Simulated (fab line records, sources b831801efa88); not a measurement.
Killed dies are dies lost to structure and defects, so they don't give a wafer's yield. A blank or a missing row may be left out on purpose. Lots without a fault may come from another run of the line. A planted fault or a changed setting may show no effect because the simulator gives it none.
fab line records | flow sky130
record lots=11 wafers=33 last_day=51
route steps=708 shown METAL2@485 VIA2@513 PAD_OPEN@708
lots that met no fault: from a run of the same line without faults
start_h: hours from the record's first day to the start of the lot's first wafer shown | wait_h: hours since the lot's step before | " the same as in the row above | L1.1+2: a row that stands for several wafers | - no value, or no start given | * or withheld: withheld | < > ~ a bound
route shown NAME@n: a module of which the file shows steps, and the number in the route of the first | usual: mean/standard deviation of fault-free wafers | same: alike in all rows | chamber/n: place in a boat | sites: the reading at each site | _std_site: their standard deviation | _edge_site: outer sites' mean less inner sites' | radius_mm: how far each site lies from the wafer's centre | mask NAME#n: copy n | behind: the tool/chamber that last shaped the wafer | hold: why the lot was held/for how many hours/how that ended | device: the transistor (n, p or np) that didn't switch | end of line: the same wafers' tests at the end of the route | a step without rows: its recipe alone | killed: dies lost to structure and defects at the first sort, not the wafer's yield | map: a wafer's dies, x killed, . not, _ none there
set.NAME: the setting as run; set.NAME@STEP: as run at that earlier step | model.NAME: the simulator's own value behind a step, which no gauge read
steps of the route over a sample of lots; a table a step, a row a wafer
services: from which hour (start_h, from the record's first day; less than 0 if before it) a tool's chamber was out of use, for how many hours, and why
## steps
# step SKY_METAL2_SPUTTER_02
# recipe material=AlCu target_thk_nm=250 power_w=10600 time_s=13.3 chamber_pressure_pa=0.4
# usual throttle_valve_pct=29.9/1.1
# same time_s=13.3
# columns lot.wafer tool chamber start_h wait_h throttle_valve_pct
L105.1 pvd_sputter-02 - 821.36 0.0 30.4
L105.5 " - " " 31.5
L105.6 " - " " 30.3
L106.1 pvd_sputter-04 - 821.70 0.0 29.4
L106.4 " - " " 27.8
L106.5 " - " " 30.1
L107.2 pvd_sputter-04 - 827.53 0.0 29.7
L107.4 " - " " 29.4
L107.5 " - " " 29.8
L110.1 pvd_sputter-04 - 848.94 0.0 27.8
L110.3 " - " " 29.8
L110.6 " - " " 30.9
L113.3 pvd_sputter-04 - 862.58 0.0 31.1
L113.4 " - " " 29.6
L113.6 " - " " 30.0
L115.2 pvd_sputter-02 - 885.09 0.0 28.9
L115.4 " - " " 30.2
L115.6 " - " " 30.6
L116.3 pvd_sputter-03 - 895.01 0.0 31.1
L116.4 " - " " 29.8
L116.6 " - " " 30.0
L122.1 pvd_sputter-04 - 937.14 0.0 31.1
L122.2 " - " " 29.4
L122.3 " - " " 29.9
L123.1 pvd_sputter-04 - 950.22 0.0 31.2
L123.2 " - " " 29.4
L123.3 " - " " 28.1
L124.1 pvd_sputter-04 - 966.36 0.0 28.0
L124.3 " - " " 29.9
L124.6 " - " " 31.0
L126.1 pvd_sputter-04 - 991.23 0.0 29.9
L126.2 " - " " 27.9
L126.4 " - " " 31.0
# step SKY_METAL2_THK_MEAS_06
# recipe thk_meas_gauge=xrf reads=AlCu_of_METAL2_SPUTTER_02
# usual METAL2_ALCU_THK=250.7/2.7
# columns lot.wafer tool chamber start_h wait_h METAL2_ALCU_THK[nm]
L105.1 film_metro-03 - 821.57 0.1 255.4
L105.5 " - " " 254.4
L105.6 " - " " 252.5
L106.1 film_metro-04 - 821.91 0.1 252.1
L106.4 " - " " 254.8
L106.5 " - " " 251.9
L107.2 film_metro-02 - 827.75 0.1 250.6
L107.4 " - " " 253.2
L107.5 " - " " 252.4
L110.1 film_metro-03 - 849.15 0.1 250.9
L110.3 " - " " 250.6
L110.6 " - " " 250.8
L113.3 film_metro-02 - 862.82 0.1 251.6
L113.4 " - " " 248.3
L113.6 " - " " 252.0
L115.2 film_metro-02 - 885.31 0.1 250.4
L115.4 " - " " 245.1
L115.6 " - " " 247.9
L116.3 film_metro-03 - 895.24 0.1 253.3
L116.4 " - " " 256.8
L116.6 " - " " 252.5
L122.1 film_metro-03 - 937.35 0.1 247.3
L122.2 " - " " 245.9
L122.3 " - " " 247.5
L123.1 film_metro-02 - 950.43 0.1 247.1
L123.2 " - " " 249.4
L123.3 " - " " 251.9
L124.1 film_metro-03 - 966.57 0.1 249.6
L124.3 " - " " 250.4
L124.6 " - " " 248.1
L126.1 film_metro-04 - 991.57 0.1 252.2
L126.2 " - " " 251.4
L126.4 " - " " 253.4
# step SKY_VIA2_COAT_06
# recipe resist=BARC temp_c=withheld time_s=withheld spin_rpm=3000 resist_thk_nm=60
# usual spin_speed_rpm=3000.0/2
# columns lot.wafer tool chamber start_h wait_h spin_speed_rpm
L105.1 litho_track-01 0 862.76 0.1 3000.7
L105.5 " 0 " " 2998.5
L105.6 " 0 " " 3001.8
L106.1 litho_track-03 0 862.91 0.1 2996.4
L106.4 " 0 " " 2999.7
L106.5 " 0 " " 2997.5
L107.2 litho_track-01 0 868.53 0.1 3000.2
L107.4 " 0 " " 3001.1
L107.5 " 0 " " 3000.2
L110.1 litho_track-01 0 889.06 0.1 2998.7
L110.3 " 0 " " 3002.1
L110.6 " 0 " " 2999.0
L113.3 litho_track-03 0 902.06 0.1 2998.3
L113.4 " 0 " " 3000.7
L113.6 " 0 " " 3003.1
L115.2 litho_track-03 0 923.79 0.1 2846.3
L115.4 " 0 " " 2845.8
L115.6 " 0 " " 2844.0
L116.3 litho_track-03 0 933.16 0.1 2846.8
L116.4 " 0 " " 2848.0
L116.6 " 0 " " 2848.3
L122.1 litho_track-01 0 978.46 0.1 2997.4
L122.2 " 0 " " 3002.9
L122.3 " 0 " " 2999.9
L123.1 litho_track-01 0 986.91 0.1 3002.1
L123.2 " 0 " " 2994.8
L123.3 " 0 " " 3000.7
L124.1 litho_track-03 0 1000.66 0.1 3002.5
L124.3 " 0 " " 3000.6
L124.6 " 0 " " 3003.3
L126.1 litho_track-02 0 1024.92 0.1 3001.3
L126.2 " 0 " " 3000.0
L126.4 " 0 " " 2999.9
# step SKY_VIA2_OVL_MEAS_13
# usual VIA2_OVL=0/4.9
# columns lot.wafer tool chamber start_h wait_h VIA2_OVL[nm]
L105.1 overlay-02 - 876.08 0.1 -6
L105.5 " - " " -6
L105.6 " - " " -4
L106.1 overlay-02 - 876.43 0.1 0
L106.4 " - " " -7
L106.5 " - " " -1
L107.2 overlay-02 - 881.98 0.1 1
L107.4 " - " " -4
L107.5 " - " " 2
L110.1 overlay-02 - 902.13 0.1 2
L110.3 " - " " -1
L110.6 " - " " -4
L113.3 overlay-02 - 915.04 0.1 -6
L113.4 " - " " -3
L113.6 " - " " -5
L115.2 overlay-01 - 936.10 0.1 -2
L115.4 " - " " 1
L115.6 " - " " -4
L116.3 overlay-01 - 946.24 0.1 1
L116.4 " - " " 5
L116.6 " - " " 4
L122.1 overlay-02 - 991.23 0.1 2
L122.2 " - " " 3
L122.3 " - " " 8
L123.1 overlay-01 - 998.33 0.1 -4
L123.2 " - " " -11
L123.3 " - " " -7
L124.1 overlay-01 - 1013.93 0.1 2
L124.3 " - " " -2
L124.6 " - " " 3
L126.1 overlay-01 - 1037.73 0.1 0
L126.2 " - " " 6
L126.4 " - " " 5
# step SKY_VIA2_ETCH_14
# recipe chemistry=N2/H2 target=BARC ion_energy_ev=200 source_w=500 bias_w=100 pressure_mtorr=30 n2_flow_sccm=100 h2_flow_sccm=200 stop_on=SiO2 time_s=45.9 target_depth_a=600
# usual chamber_pressure_mTorr=30.002/0.027 drypump_motor_current_A=5.7/0.48 h2_flow_sccm=200.0/0.62 oes_product_au=0.855/0.0047 throttle_valve_pct=13.225/0.01
# same time_s=45.9
# columns lot.wafer tool chamber start_h wait_h chamber_pressure_mTorr drypump_motor_current_A h2_flow_sccm oes_product_au rf_hours_counter_h throttle_valve_pct
L105.1 rie_diel-01 1 876.12 0.0 30.045 5.2 200.4 0.851 2 13.217
L105.5 " 0 " " 30.000 6.3 201.1 0.844 - 13.240
L105.6 " 3 " " 29.990 6.0 199.3 0.859 - 13.218
L106.1 rie_diel-03 3 876.47 0.0 30.049 5.1 200.1 0.861 23 13.223
L106.4 " 1 " " 29.973 5.2 200.3 0.861 14 13.218
L106.5 " 1 " " 29.988 5.3 200.5 0.865 - 13.206
L107.2 rie_diel-04 0 882.01 0.0 30.034 5.5 200.5 0.848 9 13.235
L107.4 " 2 " " 29.993 5.7 199.9 0.850 8 13.230
L107.5 " 0 " " 29.993 5.5 200.5 0.850 - 13.220
L110.1 rie_diel-01 3 902.16 0.0 29.978 6.0 200.3 0.845 16 13.238
L110.3 " 1 " " 30.061 5.2 200.0 0.858 4 13.208
L110.6 " 1 " " 30.013 5.2 200.0 0.843 - 13.231
L113.3 rie_diel-03 1 915.06 0.0 29.946 5.2 199.9 0.858 15 13.228
L113.4 " 3 " " 29.961 5.1 199.4 0.859 - 13.242
L113.6 " 2 " " 30.003 5.6 201.0 0.848 - 13.217
L115.2 rie_diel-03 2 936.13 0.0 30.041 5.6 200.2 0.866 12 13.241
L115.4 " 3 " " 30.006 5.1 200.7 0.871 26 13.208
L115.6 " 1 " " 30.016 5.3 201.0 0.871 - 13.236
L116.3 rie_diel-04 3 946.26 0.0 30.028 6.6 199.8 0.867 4 13.238
L116.4 " 0 " " 29.965 5.6 199.3 0.869 11 13.220
L116.6 " 1 " " 29.978 6.0 199.8 0.870 - 13.228
L122.1 rie_diel-04 0 991.26 0.0 30.004 5.5 199.8 0.852 12 13.217
L122.2 " 1 " " 30.012 6.0 200.5 0.859 18 13.237
L122.3 " 3 " " 29.974 6.6 201.1 0.859 5 13.223
L123.1 rie_diel-04 1 998.36 0.0 29.955 5.9 199.4 0.859 18 13.230
L123.2 " 0 " " 29.982 5.5 199.1 0.867 12 13.225
L123.3 " 2 " " 29.983 5.7 199.8 0.860 11 13.217
L124.1 rie_diel-04 2 1013.96 0.0 30.011 5.7 200.0 0.852 12 13.229
L124.3 " 0 " " 30.009 5.5 201.0 0.860 13 13.225
L124.6 " 1 " " 30.021 6.0 200.1 0.851 - 13.228
L126.1 rie_diel-01 3 1037.77 0.0 30.048 6.0 199.3 0.846 21 13.206
L126.2 " 0 " " 30.015 6.3 200.2 0.863 22 13.234
L126.4 " 1 " " 29.966 5.3 200.7 0.858 8 13.220
# step SKY_PAD_OPEN_PROBE_99
# usual defect_limited_yield=82.2/1.8 killed_at_M0_to_M3=44/6.8 killed_at_M4_up=2.9/1.9 killed_at_contacts=24/5.2 killed_at_front_end=16/4.1 killed_at_other=0.4/0.74 killed_dies=88/9.1 killed_open=48/7.2 killed_short=39/5.6 sort_bin_3_pad_short=0.9/0.43 sort_bin_5_function=10.6/1.4 sort_bin_6_memory=6.3/1 sort_n_pass=404/9.1 sort_yield_pct=82.2/1.8
# same gross_dies=492 killed_at_back_side=0 sort_bin_4_leakage[%]=0 sort_bin_8_speed[%]=0
# columns lot.wafer tool chamber start_h wait_h defect_limited_yield[%] killed_at_M0_to_M3 killed_at_M4_up killed_at_contacts killed_at_front_end killed_at_other killed_dies killed_open killed_short sort_bin_3_pad_short[%] sort_bin_5_function[%] sort_bin_6_memory[%] sort_n_pass sort_yield_pct[%]
L106.1 prober-01 - 1094.12 0.1 82.7 45 1 22 16 1 85 48 37 0 10.8 6.5 407 82.7
L106.4 prober-01 - 1094.27 0.2 82.3 40 4 24 19 0 87 48 39 1.4 10.6 5.7 405 82.3
L106.5 prober-01 - 1094.32 0.2 84.3 42 2 15 18 0 77 38 39 1.6 7.3 6.7 415 84.3
L110.1 prober-01 - 1126.88 0.1 82.9 33 3 32 16 0 84 55 29 0.6 10.4 6.1 408 82.9
L110.3 prober-01 - 1126.98 0.2 78.9 51 6 29 18 0 104 57 47 0.6 13.0 7.5 388 78.9
L110.6 prober-01 - 1127.13 0.2 80.9 43 2 30 19 0 94 49 44 0.4 12.0 6.7 398 80.9
L113.3 prober-01 - 1131.04 0.2 86.8 32 2 15 15 1 65 29 36 0.6 7.3 5.3 427 86.8
L113.4 prober-01 - 1131.09 0.2 79.9 42 2 35 20 0 99 59 39 0.2 12.6 7.3 393 79.9
L113.6 prober-01 - 1131.19 0.2 80.7 45 1 25 23 1 95 44 51 0.2 13.4 5.7 397 80.7
L115.2 prober-02 - 1143.39 0.1 83.9 44 3 25 7 0 79 51 27 0.4 10.2 5.5 413 83.9
L115.6 prober-02 - 1143.59 0.2 83.1 49 0 19 14 1 83 41 41 1.6 10.2 5.1 409 83.1
L116.3 prober-01 - 1152.89 0.2 82.3 33 8 31 15 0 87 55 32 0.4 11.0 6.3 405 82.3
L116.4 prober-01 - 1152.94 0.2 82.3 49 1 22 15 0 87 54 33 1.2 10.8 5.7 405 82.3
L116.6 prober-01 - 1153.04 0.2 84.6 38 3 21 14 0 76 35 41 0.2 10.2 5.1 416 84.6
L123.1 prober-02 - 1189.98 0.1 81.1 44 2 20 25 2 93 56 37 1.4 10.0 7.5 399 81.1
L123.2 prober-02 - 1190.03 0.1 85.0 37 2 21 14 0 74 42 32 0.8 9.1 5.1 418 85.0
L123.3 prober-02 - 1190.08 0.2 82.1 48 1 22 17 0 88 47 41 1.0 10.6 6.3 404 82.1
# killed by level:class
L106.1 VIA1:geometric_particle:open=14 LI_CONTACT:geometric_particle:open=7 CONTACT:geometric_particle:open=7 VIA2:geometric_particle:open=7 POLY_GATE:geometric_particle:open=5 CONTACT:geometric_particle:short=5 VIA1:geometric_particle:short=5 METAL1:geometric_particle:short=4
L106.4 CONTACT:geometric_particle:open=10 VIA1:geometric_particle:open=8 LI_CONTACT:geometric_particle:open=7 METAL1:geometric_particle:short=7 VIA2:geometric_particle:open=6 VIA1:geometric_particle:short=5 FIELD_ISO:geometric_particle:short=4 FIELD_ISO:geometric_particle:open=4
L106.5 VIA2:geometric_particle:open=10 METAL2:geometric_particle:short=8 POLY_GATE:geometric_particle:short=6 POLY_GATE:geometric_particle:open=5 VIA1:geometric_particle:short=5 VIA3:geometric_particle:open=5 LI_CONTACT:geometric_particle:short=4 LI_CONTACT:geometric_particle:open=4
L110.1 CONTACT:geometric_particle:open=17 VIA1:geometric_particle:open=12 LI_CONTACT:geometric_particle:open=5 VIA1:geometric_particle:short=5 VIA3:geometric_particle:open=5 POLY_GATE:geometric_particle:open=4 CONTACT:geometric_particle:short=4 VIA2:geometric_particle:open=4
L110.3 CONTACT:geometric_particle:open=11 VIA3:geometric_particle:open=11 VIA1:geometric_particle:open=9 LI_CONTACT:geometric_particle:open=8 METAL2:geometric_particle:short=7 LOCAL_INTERCONNECT:geometric_particle:short=6 METAL1:geometric_particle:short=6 POLY_GATE:geometric_particle:short=5
L110.6 CONTACT:geometric_particle:open=11 VIA1:geometric_particle:open=11 VIA1:geometric_particle:short=8 LI_CONTACT:geometric_particle:open=7 CONTACT:geometric_particle:short=7 POLY_GATE:geometric_particle:open=5 METAL2:geometric_particle:short=5 FIELD_ISO:geometric_particle:open=4
L113.3 VIA1:geometric_particle:open=8 VIA1:geometric_particle:short=5 POLY_GATE:geometric_particle:open=4 LI_CONTACT:geometric_particle:open=4 CONTACT:geometric_particle:open=4 METAL1:geometric_particle:short=4 METAL2:geometric_particle:short=4 FIELD_ISO:geometric_particle:short=3
L113.4 LI_CONTACT:geometric_particle:open=12 CONTACT:geometric_particle:open=10 CONTACT:geometric_particle:short=9 VIA1:geometric_particle:open=9 VIA1:geometric_particle:short=8 VIA2:geometric_particle:open=7 FIELD_ISO:geometric_particle:short=5 POLY_GATE:geometric_particle:open=5
L113.6 VIA1:geometric_particle:short=9 FIELD_ISO:geometric_particle:short=8 POLY_GATE:geometric_particle:short=8 CONTACT:geometric_particle:open=8 METAL1:geometric_particle:short=8 LI_CONTACT:geometric_particle:open=7 VIA3:geometric_particle:short=7 VIA1:geometric_particle:open=6
L115.2 LI_CONTACT:geometric_particle:open=11 VIA1:geometric_particle:open=11 VIA3:geometric_particle:open=10 CONTACT:geometric_particle:open=7 METAL2:geometric_particle:short=5 VIA1:geometric_particle:short=4 VIA2:geometric_particle:open=4 POLY_GATE:geometric_particle:open=3
L115.6 VIA1:geometric_particle:open=9 VIA3:geometric_particle:open=9 VIA1:geometric_particle:short=8 METAL2:geometric_particle:short=8 LI_CONTACT:geometric_particle:open=5 CONTACT:geometric_particle:short=5 CONTACT:geometric_particle:open=4 METAL1:geometric_particle:short=4
L116.3 CONTACT:geometric_particle:open=14 VIA1:geometric_particle:open=9 LI_CONTACT:geometric_particle:open=8 FIELD_ISO:geometric_particle:open=6 VIA2:geometric_particle:open=6 CONTACT:geometric_particle:short=5 VIA1:geometric_particle:short=5 METAL4:geometric_particle:short=4
L116.4 VIA3:geometric_particle:open=10 CONTACT:geometric_particle:open=9 VIA1:geometric_particle:open=9 METAL2:geometric_particle:short=8 METAL1:geometric_particle:short=8 VIA2:geometric_particle:open=7 FIELD_ISO:geometric_particle:open=6 LI_CONTACT:geometric_particle:open=5
L116.6 VIA1:geometric_particle:open=9 CONTACT:geometric_particle:open=8 POLY_GATE:geometric_particle:open=7 VIA1:geometric_particle:short=7 LOCAL_INTERCONNECT:geometric_particle:short=6 METAL1:geometric_particle:short=5 VIA2:geometric_particle:short=5 CONTACT:geometric_particle:short=4
L123.1 METAL1:geometric_particle:short=10 VIA2:geometric_particle:open=8 POLY_GATE:geometric_particle:open=8 VIA1:geometric_particle:open=8 VIA3:geometric_particle:open=8 POLY_GATE:geometric_particle:short=6 CONTACT:geometric_particle:open=6 LI_CONTACT:geometric_particle:open=5
L123.2 VIA1:geometric_particle:open=8 LI_CONTACT:geometric_particle:open=7 CONTACT:geometric_particle:open=6 METAL2:geometric_particle:short=6 POLY_GATE:geometric_particle:short=5 METAL1:geometric_particle:short=5 VIA1:geometric_particle:short=5 VIA3:geometric_particle:open=5
L123.3 VIA1:geometric_particle:open=11 VIA3:geometric_particle:open=8 LI_CONTACT:geometric_particle:open=7 CONTACT:geometric_particle:open=7 POLY_GATE:geometric_particle:open=6 VIA2:geometric_particle:short=6 FIELD_ISO:geometric_particle:short=5 POLY_GATE:geometric_particle:short=5
## services
# columns tool chamber start_h hours kind
rie_diel-03 3 800.84 39.9 repair
pvd_sputter-03 - 815.93 4.4 repair
rie_diel-01 3 825.12 16.6 repair
pvd_sputter-02 - 855.11 2.4 repair
pvd_sputter-03 - 868.06 1.0 repair
pvd_sputter-02 - 880.88 0.8 repair
rie_diel-01 2 897.54 - clean
rie_diel-01 2 897.54 19.4 scheduled_down
rie_diel-01 2 897.54 19.4 vent_cycle
rie_diel-03 0 903.34 - clean
rie_diel-03 0 903.34 - consumable_replace:showerhead
rie_diel-03 0 903.34 17.1 scheduled_down
rie_diel-03 0 903.34 17.1 vent_cycle
pvd_sputter-04 0 931.77 - consumable_replace:kit
pvd_sputter-04 0 931.77 18.0 scheduled_down
pvd_sputter-04 0 931.77 18.0 vent_cycle
pvd_sputter-02 - 939.26 2.4 repair
pvd_sputter-03 - 994.98 2.5 repair
pvd_sputter-04 - 996.36 1.7 repair
rie_diel-01 1 998.48 5.4 repair
rie_diel-03 0 999.60 4.5 repair
rie_diel-01 3 1003.24 3.0 repair
rie_diel-03 - 1015.22 0.9 repair
rie_diel-04 - 1029.02 0.7 repair
## key
first_sign step=SKY_VIA2_COAT_06 reading=spin_speed_rpm direction=down sigmas=78 usual=3000.0 struck=2846.6
effect step=SKY_VIA2_ETCH_14 reading=oes_product_au direction=up sigmas=3 usual=0.855 struck=0.869
met_at SKY_VIA2_COAT_06
struck_lots L115,L116
not_acting_at SKY_METAL2_SPUTTER_02,SKY_METAL2_THK_MEAS_06,SKY_VIA2_OVL_MEAS_13
onset_between 902.06 923.79
fault kind=process_parameter_drift tool=litho_track-03 chamber=- onset_h=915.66 steps=SKY_VIA2_COAT_06 channel=spin_rpm offset=-153.16 shape=step end_h=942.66 acts_in=these_recipes_only stated=3000
